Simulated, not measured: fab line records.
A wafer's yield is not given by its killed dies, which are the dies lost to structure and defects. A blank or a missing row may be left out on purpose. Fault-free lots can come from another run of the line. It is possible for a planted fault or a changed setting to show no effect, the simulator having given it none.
A lot that was struck, set against a sound lot || flow gf180mcu || 15 steps out of a route of 602
Sound: the wafers L791.3, L791.4, L791.5. Struck: wafers L795.3, L795.4, L795.5. At the end, the cause is stated.
Each step with rows lists, per side, the tool, then ch with its chambers, then its first start. Under that, the readings that differ: sound wafers || struck wafers || difference of the means || sigmas: that difference in standard deviations of wafers without a fault.
alike: a reading whose means differ by less than 2 such deviations, as well as words and numbers matching on both sides. not compared: withheld readings; readings where some wafer has no value; bounds like >300 that might hide an equal value; numbers whose values overlap and for which the record gives no deviation.
Wherever a step has rows on one side only, a row that says differs or no value, or a row with sigmas, the two part there. Numbers that don't overlap but have no deviation are shown without sigmas and don't part them. A reading missing from all wafers of one side parts the sides only when that side holds two or more wafers.

GF_TOP_METAL_METAL_ETCH_16: etches the open film in Cl2/BCl3, stops on SiO2, target depth 1077.5 nm, time 179.6 s.
  sound on rie-metal-01 ch 0,1, day 29 23:41; struck on rie-metal-02 ch 0,1, day 31 02:05
  alike: drypump-motor-current-A, oes-product-au, throttle-valve-pct
  not compared: rf-hours-counter-h
GF_TOP_METAL_STRIP_17: strips in O2/N2.
  sound on plasma-asher-04 ch 0,1, day 29 23:50; struck on plasma-asher-04 ch 0,1, day 31 02:14
  alike: drypump-motor-current-A, heater-power-w, oes-product-au, strip-time-to-endpoint-s
  not compared: rf-hours-counter-h
then, 2 steps without rows for these wafers: GF_TOP_METAL_STRIP_18 (strips in post etch residue remover, time 1200 s); GF_TOP_METAL_CLEAN_19 (cleans in DIW).
GF_PASSIVATION_CVD_00: deposits SiO2 from TEOS, target thk 1000 nm, time 111.95 s.
  sound on pecvd-01 ch 0,1,2, day 30 00:20; struck on pecvd-02 ch 0,1, day 31 03:05
  alike: heater-power-outer-w, heater-power-w
GF_PASSIVATION_THK_MEAS_01:
  struck on film-metro-04, day 31 03:11; sound on film-metro-02, day 30 00:26
  alike: PASSIVATION_CVD_00_THK
GF_PASSIVATION_CVD_02: deposits Si3N4, target thk 700 nm, time 486.18 s.
  sound on pecvd-03 ch 1,2, day 30 00:29; struck on pecvd-01 ch 0,1,2, day 31 03:14
  alike: heater-power-outer-w, heater-power-w
GF_PASSIVATION_THK_MEAS_03:
  struck on film-metro-02, day 31 03:32; sound on film-metro-03, day 30 00:47
  alike: PASSIVATION_CVD_02_THK
then, 4 steps without rows for these wafers: GF_PASSIVATION_DEHYDRATE_04 (time 60 s); GF_PASSIVATION_HMDS_05 (prime time 60 s); GF_PASSIVATION_COAT_06 (resist thk 4000 nm); GF_PASSIVATION_SOFTBAKE_07.
GF_PASSIVATION_EXPOSE_08: exposes mask Pad, target cd 40000 nm.
  sound on iline-stepper-01 ch 0, day 30 09:29; struck on iline-stepper-01 ch 0, day 31 12:17
{"reading": "exposure-dose-mJ-cm2", "sound": "309.83 309.88 309.78", "struck": "292.25 292.08 292.18", "difference": -17.66, "sigmas": -61}
{"reading": "stage-vel-mm-s (mm/s)", "sound": "500.35 500.47 500.18", "struck": "499.53 500.04 499.72", "difference": -0.57, "sigmas": -2}
  alike: mask
after that, 1 step had no rows for these wafers: GF_PASSIVATION_PEB_09.
GF_PASSIVATION_PROBE_99:
  rows exist in the record for the sound wafers here (prober-02, day 30 20:13), none for the struck ones

WHERE THEY PART
First at GF_PASSIVATION_EXPOSE_08; last, within this record, at GF_PASSIVATION_PROBE_99.

WHY: whatever the simulator had introduced
Process parameter drift: iline-stepper-01, from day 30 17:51 on, at GF_PASSIVATION_EXPOSE_08. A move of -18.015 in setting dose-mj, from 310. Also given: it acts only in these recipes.
